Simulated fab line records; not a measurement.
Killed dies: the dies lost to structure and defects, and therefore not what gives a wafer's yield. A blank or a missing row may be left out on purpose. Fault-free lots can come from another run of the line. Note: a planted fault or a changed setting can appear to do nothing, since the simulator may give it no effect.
A lot that was struck, set against a sound lot / flow sky130 / 14 steps out of a route of 708
Sound: wafers L234.1, L234.2, L234.6. Wafers struck: L242.1, L242.3, L242.5. Last of all comes the cause.
Order at every step that has rows: each side's tool, ch and its chambers, its first start. Under that, the readings that differ: sound wafers / struck wafers / difference of the means / sigmas: that difference in standard deviations of wafers without a fault.
alike: readings with means less than 2 such deviations apart, plus words and numbers identical on both sides. not compared: withheld readings, readings lacking a value on some wafer, bounds such as >300 that could conceal the same value, and numbers that have no deviation in the record and whose values overlap.
The two part at a step that has a row with sigmas, a row that says differs or no value, or rows on one side only. Numbers that have no deviation but don't overlap get no sigmas and don't part them. A reading that every wafer of one side lacks parts them only if that side has two wafers or more.

first, 1 step without rows for these wafers: SKY_SONOS_ONO_WET_ETCH_16 (etches SiO2 in dHF, target depth 14 nm, time 280 s).
SKY_SONOS_ONO_STRIP_17: strips in O2/N2.
  sound on plasma asher-03 ch 0,1, day 16 06:22; struck on plasma asher-02 ch 0,1, day 18 08:20
  alike: drypump motor current A, n2 flow sccm, oes product au, strip time to endpoint s
  not compared: rf hours counter h
then, 3 steps without rows for these wafers: SKY_SONOS_ONO_WET_ETCH_18 (etches Si3N4 in H3PO4, target depth 15 nm, time 172 s); SKY_GATE_OXIDE_CLEAN_00 (cleans in SC1/SC2, time 150 s); SKY_GATE_OXIDE_OXIDATION_01 (stabilise 600 s, purge 300 s, target thk 10.268 nm).
SKY_GATE_OXIDE_THK_MEAS_02:
  sound: film metro-04 at day 16 08:49; struck: film metro-04 at day 18 10:31
  alike: GATE_OXIDE_OXIDATION_00_THK
then, 6 steps without rows for these wafers: SKY_GATE_OXIDE_DEHYDRATE_03 (time 60 s); SKY_GATE_OXIDE_HMDS_04 (prime time 60 s); SKY_GATE_OXIDE_COAT_05 (resist thk 1140 nm); SKY_GATE_OXIDE_SOFTBAKE_06 (time 60 s); SKY_GATE_OXIDE_EXPOSE_07 (exposes mask LVOM, target cd 600 nm); SKY_GATE_OXIDE_PEB_08.
SKY_GATE_OXIDE_DEVELOP_09: develop time 60 s.
  sound on litho track-01 ch 0, day 17 13:07; struck on litho track-01, day 19 16:22
  no value came back on the struck wafers for chill plate temp C (C), develop time s (s); on the sound wafers chill plate temp C (C) reads 22.87 23.03 22.90
SKY_GATE_OXIDE_OVL_MEAS_10:
  sound: overlay-01 at day 17 13:16; struck: overlay-01 at day 19 16:31
reading=GATE_OXIDE_OVL (nm); sound=-1.2 -0.9 -1.2; struck=- - -; difference=no value on the struck wafers; sigmas=

== WHERE THEY PART ==
At SKY_GATE_OXIDE_DEVELOP_09 first; at SKY_GATE_OXIDE_OVL_MEAS_10 last (within this record only).

WHY: what had been put in by the simulator
Beginning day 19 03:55, the whole step at SKY_GATE_OXIDE_DEVELOP_09 was skipped on litho track-01. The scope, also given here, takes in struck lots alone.
